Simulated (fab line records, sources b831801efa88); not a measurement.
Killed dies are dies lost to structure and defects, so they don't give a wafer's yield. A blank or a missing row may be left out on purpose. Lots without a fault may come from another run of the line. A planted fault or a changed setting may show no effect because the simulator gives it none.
Chamber matching | flow gf180mcu | GF_CONTACT_CMP_04 on cmp-02: 4 sister chambers
The step polishes SiO2. 42 wafers are shown with their chamber, then 12 later ones without.

WAFERS WITH THEIR CHAMBER
wafer  | chamber | motor_current_A (A) | time_to_endpoint_s (s)
L074.2 | 0       | 12.3                | 117
L074.5 | 3       | 11.0                | 115
L074.6 | 2       | 13.1                | 118
L075.3 | 1       | 12.5                | 104
L075.4 | 0       | 12.5                | 120
L075.5 | 0       | 12.7                | 117
L076.2 | 2       | 13.4                | 110
L076.5 | 2       | 12.9                | 110
L076.6 | 3       | 11.5                | 112
L077.1 | 0       | 12.3                | 117
L077.2 | 2       | 13.3                | 116
L077.6 | 0       | 12.8                | 119
L078.1 | 2       | 13.7                | 119
L078.2 | 3       | 11.0                | 112
L078.3 | 1       | 12.1                | 110
L079.2 | 2       | 13.9                | 116
L079.5 | 1       | 11.9                | 119
L079.6 | 0       | 12.4                | 120
L080.1 | 2       | 13.2                | 116
L080.3 | 1       | 12.6                | 108
L080.4 | 0       | 12.0                | 120
L081.1 | 2       | 13.4                | 112
L081.4 | 3       | 11.3                | 116
L081.6 | 0       | 12.2                | 123
L082.3 | 1       | 12.5                | 103
L082.4 | 3       | 11.8                | 115
L082.5 | 2       | 13.1                | 118
L083.1 | 3       | 11.4                | 111
L083.2 | 2       | 13.3                | 110
L083.4 | 1       | 12.1                | 111
L084.1 | 0       | 12.5                | 114
L084.3 | 2       | 13.4                | 108
L084.6 | 1       | 12.3                | 108
L085.3 | 1       | 11.3                | 101
L085.4 | 2       | 12.7                | 117
L085.5 | 0       | 12.2                | 117
L087.3 | 3       | 11.6                | 108
L087.4 | 0       | 12.0                | 112
L087.5 | 1       | 11.9                | 113
L088.1 | 3       | 11.5                | 106
L088.2 | 1       | 12.5                | 98
L088.6 | 0       | 12.2                | 115

SIGNATURES (means of the wafers above)
reading            | chamber 0 | chamber 1 | chamber 2 | chamber 3 | scatter within a chamber
motor_current_A    | 12.342    | 12.170    | 13.283    | 11.387    | 0.318
time_to_endpoint_s | 117.58    | 107.50    | 114.17    | 111.88    | 4.29
Rule: a wafer's distance from a chamber is the root of the sum, over the readings, of the square of ((its reading less the chamber's mean) divided by the reading's scatter). The wafer belongs to the nearest chamber; if the next one is less than 2 further off, it can't be placed. The scatter: the root of (the sum of the squares of (reading less its chamber's mean) over the shown wafers, divided by (wafers less chambers)).

WAFERS WITHOUT THEIR CHAMBER
wafer  | motor_current_A (A) | time_to_endpoint_s (s)
L091.1 | 12.6                | 92
L091.2 | 13.8                | 101
L091.5 | 11.4                | 101
L092.3 | 13.1                | 112
L092.5 | 12.7                | 105
L092.6 | 13.2                | 116
L094.2 | 12.6                | 107
L094.3 | 11.3                | 99
L094.6 | 12.0                | 98
L096.2 | 11.2                | 112
L096.3 | 12.7                | 111
L096.6 | 12.9                | 114

WHICH CHAMBER EACH WENT THROUGH
wafer  | from the rows above          | in truth
L091.1 | can't be placed: 1 or 2      | 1
L091.2 | can't be placed: 2 or 1      | 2
L091.5 | can't be placed: 3 or 1      | 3
L092.3 | can't be placed: 2 or 0      | 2
L092.5 | can't be placed: 1 or 2 or 0 | 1
L092.6 | 2                            | 2
L094.2 | can't be placed: 1 or 0 or 2 | 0
L094.3 | can't be placed: 3 or 1      | 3
L094.6 | can't be placed: 1 or 3      | 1
L096.2 | 3                            | 3
L096.3 | can't be placed: 1 or 0 or 2 | 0
L096.6 | can't be placed: 2 or 0 or 1 | 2
Placed correctly: 2 of 12. Can't be placed from these rows: 10 (the true chamber is among the candidates in 10). Placed wrongly: 0.
